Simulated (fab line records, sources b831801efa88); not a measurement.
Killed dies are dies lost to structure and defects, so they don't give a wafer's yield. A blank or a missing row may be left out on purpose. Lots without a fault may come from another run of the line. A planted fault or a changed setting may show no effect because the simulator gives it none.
Which tool did it? | flow sky130 | 13 lots, 39 wafers sampled, at 3 steps of a route of 708

WHAT THE GAUGES READ, wafer by wafer
SKY_LOCAL_INTERCONNECT_OVL_MEAS_12.
lot  | measured     | on         | LOCAL_INTERCONNECT_OVL (nm)
L758 | day 31 02:32 | overlay-01 | -2 -9 3
L759 | day 32 00:41 | overlay-02 | 1 1 3
L761 | day 32 02:05 | overlay-02 | 4 8 4
L763 | day 32 14:23 | overlay-02 | 1 0 -3
L764 | day 32 17:56 | overlay-01 | 5 -2 -4
L765 | day 33 04:50 | overlay-01 | 9 -3 2
L766 | day 33 14:59 | overlay-01 | 2 4 5
L768 | day 34 02:47 | overlay-01 | -5 -1 -6
L772 | day 35 12:01 | overlay-02 | 7 4 -1
L777 | day 36 18:16 | overlay-01 | 3 3 -4
L778 | day 36 20:09 | overlay-01 | 14 14 9
L780 | day 37 03:24 | overlay-02 | -4 -3 -8
L781 | day 37 10:14 | overlay-01 | 11 11 14

SKY_VIA1_CD_MEAS_12: target cd 150 nm.
lot  | measured     | on        | cd_nm (nm)
L758 | day 34 16:01 | cd_sem-01 | 148.9 149.8 147.7
L759 | day 35 14:05 | cd_sem-02 | 149.1 152.4 150.6
L761 | day 35 14:46 | cd_sem-02 | 150.6 150.0 150.0
L763 | day 36 01:49 | cd_sem-01 | 150.3 152.0 150.6
L764 | day 36 05:40 | cd_sem-01 | 150.7 152.7 151.2
L765 | day 36 15:35 | cd_sem-01 | 150.2 151.9 150.7
L766 | day 37 02:46 | cd_sem-02 | 150.2 149.1 151.9
L768 | day 37 14:26 | cd_sem-02 | 150.1 151.9 151.6
L772 | day 38 21:50 | cd_sem-01 | 150.5 149.9 149.2
L777 | day 40 02:37 | cd_sem-02 | 150.3 148.1 150.4
L778 | day 40 03:28 | cd_sem-02 | 150.5 149.7 150.8
L780 | day 40 11:33 | cd_sem-01 | 149.1 149.4 147.6
L781 | day 40 17:47 | cd_sem-02 | 148.7 148.7 150.5

WHICH TOOL RAN EACH LOT (tool, then ch and the chambers of the sampled wafers, then the start)
lot  | SKY_CONTACT_CVD_00
L758 | pecvd-04 ch 0,1,2, day 31 03:16
L759 | pecvd-01 ch 0,1,2, day 32 01:28
L761 | pecvd-04 ch 0,1,2, day 32 02:52
L763 | pecvd-02 ch 1,2, day 32 15:19
L764 | pecvd-01 ch 1,2, day 32 18:43
L765 | pecvd-02 ch 0,1,2, day 33 05:35
L766 | pecvd-01 ch 0,1, day 33 15:44
L768 | pecvd-02 ch 0,2, day 34 03:31
L772 | pecvd-01 ch 0,1,2, day 35 13:11
L777 | pecvd-04 ch 1,2, day 36 19:01
L778 | pecvd-01 ch 0,1,2, day 36 20:55
L780 | pecvd-04 ch 0,1,2, day 37 04:20
L781 | pecvd-02 ch 0,2, day 37 11:05
- SKY_CONTACT_CVD_00: deposits Si3N4, target thk 75 nm.

WHAT THE TOOLS THEMSELVES READ (means of the sampled wafers that have a number; where no wafer has one, the mark that the record gives instead)
SKY_CONTACT_CVD_00.
lot  | tool     | heater_power_w (W)
L758 | pecvd-04 | 740
L759 | pecvd-01 | 794
L761 | pecvd-04 | 730
L763 | pecvd-02 | 700
L764 | pecvd-01 | 849
L765 | pecvd-02 | 714
L766 | pecvd-01 | 690
L768 | pecvd-02 | 673
L772 | pecvd-01 | 740
L777 | pecvd-04 | 759
L778 | pecvd-01 | 812
L780 | pecvd-04 | 742
L781 | pecvd-02 | 672

THE ANSWER, worked out from the rows above alone
Rule: what is usual is taken from the lots themselves. Put in order of their means at a reading, lots are off if they are a third of the lots or fewer, leave a main group of 4 or more, and stand apart from it by a gap of 3 or more times the standard deviation of the main group's means; of several such gaps the widest counts. A main group whose means are all the same, to the digits that the tables above print for the reading, isn't used. A lot without any number at a reading at which 4 lots or more have one is off too. The other lots that the step has rows for count as sound. The gauges are gone through in route order, then the tools' own readings, and for those a lot's mean is taken as printed above. The first step at which some lot is off is used, and at that step the reading that is off furthest; a lot without a number counts as furthest.
No lot is off at any reading shown: from this, nothing can be told.

WHAT THE SIMULATOR HAD PUT IN
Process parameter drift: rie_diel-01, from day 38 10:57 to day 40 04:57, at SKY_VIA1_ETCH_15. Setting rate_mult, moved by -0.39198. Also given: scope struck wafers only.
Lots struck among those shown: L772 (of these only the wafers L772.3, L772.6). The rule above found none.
